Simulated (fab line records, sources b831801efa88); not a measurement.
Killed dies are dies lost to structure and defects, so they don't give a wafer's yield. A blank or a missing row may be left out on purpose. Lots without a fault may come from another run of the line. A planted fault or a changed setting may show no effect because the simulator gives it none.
Which tool did it? | flow gf180mcu | 12 lots, 36 wafers sampled, at 3 steps of a route of 602

WHAT THE GAUGES READ, wafer by wafer
GF_DUAL_GATE_OVL_MEAS_11. Usual: DUAL_GATE_OVL 1.5 nm, standard deviation 1.4.
lot  | measured     | on         | DUAL_GATE_OVL (nm) | flag
L376 | day 8 11:54  | overlay-01 | 1.4 1.3 1.0        |
L378 | day 9 03:38  | overlay-02 | 2.5 2.2 1.1        |
L379 | day 9 05:40  | overlay-02 | 0.8 1.0 1.4        |
L380 | day 9 17:10  | overlay-02 | -0.1 1.9 2.0       |
L383 | day 10 15:58 | overlay-02 | -0.6 -0.3 -1.1     |
L384 | day 10 22:08 | overlay-01 | 0.5 1.9 0.5        |
L389 | day 12 09:34 | overlay-01 | 2.1 2.3 1.0        |
L392 | day 13 04:59 | overlay-02 | 5.1 6.0 5.2        |
L393 | day 13 15:08 | overlay-01 | 1.6 1.3 1.0        |
L395 | day 14 01:53 | overlay-01 | 2.7 3.4 3.2        |
L396 | day 14 09:49 | overlay-01 | 2.3 3.6 1.3        |
L397 | day 14 16:20 | overlay-02 | 2.5 2.2 1.6        |

GF_HV_LDD_TW_MEAS_23. Usual: HV_LDD_2_TW 1053, standard deviation 9.7.
lot  | measured     | on            | HV_LDD_2_TW    | flag
L376 | day 10 22:36 | film_metro-02 | 1054 1054 1052 |
L378 | day 11 15:41 | film_metro-01 | 1058 1055 1059 |
L379 | day 11 15:58 | film_metro-02 | 1061 1061 1056 |
L380 | day 12 04:41 | film_metro-01 | 1064 1066 1063 |
L383 | day 13 08:25 | film_metro-04 | 1041 1040 1033 |
L384 | day 13 13:38 | film_metro-01 | 1065 1072 1068 |
L389 | day 15 07:04 | film_metro-02 | 1058 1053 1053 |
L392 | day 16 03:55 | film_metro-04 | 1051 1050 1051 |
L393 | day 16 14:28 | film_metro-04 | 1047 1047 1047 |
L395 | day 17 03:15 | film_metro-02 | 1055 1051 1049 |
L396 | day 17 11:19 | film_metro-04 | 1055 1052 1054 |
L397 | day 17 17:47 | film_metro-01 | 1076 1066 1075 |

WHICH TOOL RAN EACH LOT (tool, then ch and the chambers of the sampled wafers, then the start)
lot  | GF_HV_LDD_STRIP_10
L376 | plasma_asher-03 ch 0,1, day 10 04:19
L378 | plasma_asher-01 ch 0,1, day 10 20:46
L379 | plasma_asher-03 ch 0,1, day 10 21:46
L380 | plasma_asher-01 ch 0,1, day 11 09:54
L383 | plasma_asher-01 ch 0,1, day 12 12:16
L384 | plasma_asher-01 ch 0,1, day 12 17:46
L389 | plasma_asher-04 ch 0,1, day 14 08:41
L392 | plasma_asher-04 ch 0,1, day 15 04:53
L393 | plasma_asher-03 ch 0,1, day 15 15:33
L395 | plasma_asher-01 ch 0,1, day 16 03:58
L396 | plasma_asher-01 ch 0,1, day 16 11:52
L397 | plasma_asher-03 ch 0,1, day 16 18:20
- GF_HV_LDD_STRIP_10: strips in O2/N2.

WHAT THE TOOLS THEMSELVES READ (means of the sampled wafers that have a number; where no wafer has one, the mark that the record gives instead)
GF_HV_LDD_STRIP_10. Usual: chamber_pressure_mTorr 1500.3 mTorr, standard deviation 1.6; drypump_motor_current_A 6.19 A, standard deviation 0.19; heater_power_w 322 W, standard deviation 29; o2_flow_sccm 2999 sccm, standard deviation 9; oes_product_au 0.716 a.u., standard deviation 0.0043; strip_time_to_endpoint_s 12.61 s, standard deviation 0.031.
lot  | tool            | chamber_pressure_mTorr (mTorr) | drypump_motor_current_A (A) | heater_power_w (W) | o2_flow_sccm (sccm) | oes_product_au (a.u.) | strip_time_to_endpoint_s (s) | flag
L376 | plasma_asher-03 | 1500.5                         | 6.14                        | 349                | 2993                | 0.718                 | 12.58                        |
L378 | plasma_asher-01 | 1498.8                         | 6.35                        | 317                | 2994                | 0.717                 | 12.60                        |
L379 | plasma_asher-03 | 1498.9                         | 6.12                        | 357                | 3006                | 0.716                 | 12.59                        |
L380 | plasma_asher-01 | 1501.1                         | 6.20                        | 315                | 3009                | 0.713                 | 12.60                        |
L383 | plasma_asher-01 | 1501.0                         | 6.18                        | 319                | 2998                | 0.714                 | 12.63                        |
L384 | plasma_asher-01 | 1500.0                         | 6.36                        | 319                | 2995                | 0.716                 | 12.60                        |
L389 | plasma_asher-04 | 1500.8                         | 6.13                        | 272                | 3001                | 0.714                 | 12.60                        |
L392 | plasma_asher-04 | 1500.9                         | 6.09                        | 270                | 2995                | 0.713                 | 12.62                        |
L393 | plasma_asher-03 | 1500.2                         | 6.12                        | 347                | 2996                | 0.717                 | 12.60                        |
L395 | plasma_asher-01 | 1499.5                         | 6.19                        | 315                | 3001                | 0.719                 | 12.60                        |
L396 | plasma_asher-01 | 1500.9                         | 6.22                        | 311                | 3000                | 0.711                 | 12.66                        |
L397 | plasma_asher-03 | 1501.1                         | 6.11                        | 359                | 2996                | 0.717                 | 12.60                        |

THE ANSWER, worked out from the rows above alone
Rule: a lot is off if the mean of its wafers that have a number lies more than 3 standard deviations from the usual mean. A lot without any number at a reading at which 4 lots or more have one is off too. The other lots that the step has rows for count as sound. The gauges are gone through in route order, then the tools' own readings, and for those a lot's mean is taken as printed above. The first step at which some lot is off is used, and at that step the reading that is off furthest; a lot without a number counts as furthest.
No lot is off at any reading shown: from this, nothing can be told.

WHAT THE SIMULATOR HAD PUT IN
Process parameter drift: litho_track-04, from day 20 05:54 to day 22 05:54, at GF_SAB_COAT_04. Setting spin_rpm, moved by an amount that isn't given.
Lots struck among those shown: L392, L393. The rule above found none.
